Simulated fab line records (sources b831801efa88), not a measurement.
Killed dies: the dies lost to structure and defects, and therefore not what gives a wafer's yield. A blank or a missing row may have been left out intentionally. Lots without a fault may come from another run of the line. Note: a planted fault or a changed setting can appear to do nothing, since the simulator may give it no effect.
Matching of chambers :: flow gf180mcu :: GF_PASSIVATION_ETCH_11 on rie_diel-01: 4 sister chambers
The step etches the open film in CF4/O2, stops on TiN, target depth 1800 nm, time 400 s. 4 wafers are shown with their chamber, then 8 later ones without.

WAFERS WITH THEIR CHAMBER
wafer: L078.5
chamber: 2
drypump_motor_current_A (A): 5.3

wafer: L083.5
chamber: 0
drypump_motor_current_A (A): 5.3

wafer: L083.6
chamber: 1
drypump_motor_current_A (A): 5.1

wafer: L086.1
chamber: 3
drypump_motor_current_A (A): 5.9

WAFERS WITHOUT THEIR CHAMBER
wafer: L086.3
drypump_motor_current_A (A): 5.1

wafer: L086.5
drypump_motor_current_A (A): 5.3

wafer: L090.1
drypump_motor_current_A (A): 6.0

wafer: L090.2
drypump_motor_current_A (A): 5.1

wafer: L090.3
drypump_motor_current_A (A): 5.3

wafer: L092.3
drypump_motor_current_A (A): 5.2

wafer: L092.5
drypump_motor_current_A (A): 5.1

wafer: L092.6
drypump_motor_current_A (A): 5.2

WHICH CHAMBER EACH WENT THROUGH
wafer: L086.3
from the rows above: 1
in truth: 1

wafer: L086.5
from the rows above: can't be placed: 0 or 2
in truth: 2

wafer: L090.1
from the rows above: 3
in truth: 3

wafer: L090.2
from the rows above: 1
in truth: 1

wafer: L090.3
from the rows above: can't be placed: 0 or 2
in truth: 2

wafer: L092.3
from the rows above: can't be placed: 0 or 2 or 1
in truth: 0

wafer: L092.5
from the rows above: 1
in truth: 1

wafer: L092.6
from the rows above: can't be placed: 0 or 2 or 1
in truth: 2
Correct placement for 4 of the 8. Not placeable from these rows: 4 (in 4, the candidates include the true chamber). Placed wrongly: 0.
How it was worked out, from the rows above alone: a wafer's distance from a chamber is the root of the sum, over the readings, of the square of ((its reading less the chamber's mean) divided by the reading's scatter). The wafer belongs to the nearest chamber; if the next one is less than 2 further off, it can't be placed. A chamber's mean is the mean of its shown wafers. The scatter: with one shown wafer a chamber, the root of the mean of the squares of how far each hidden wafer lies from its nearest shown one.
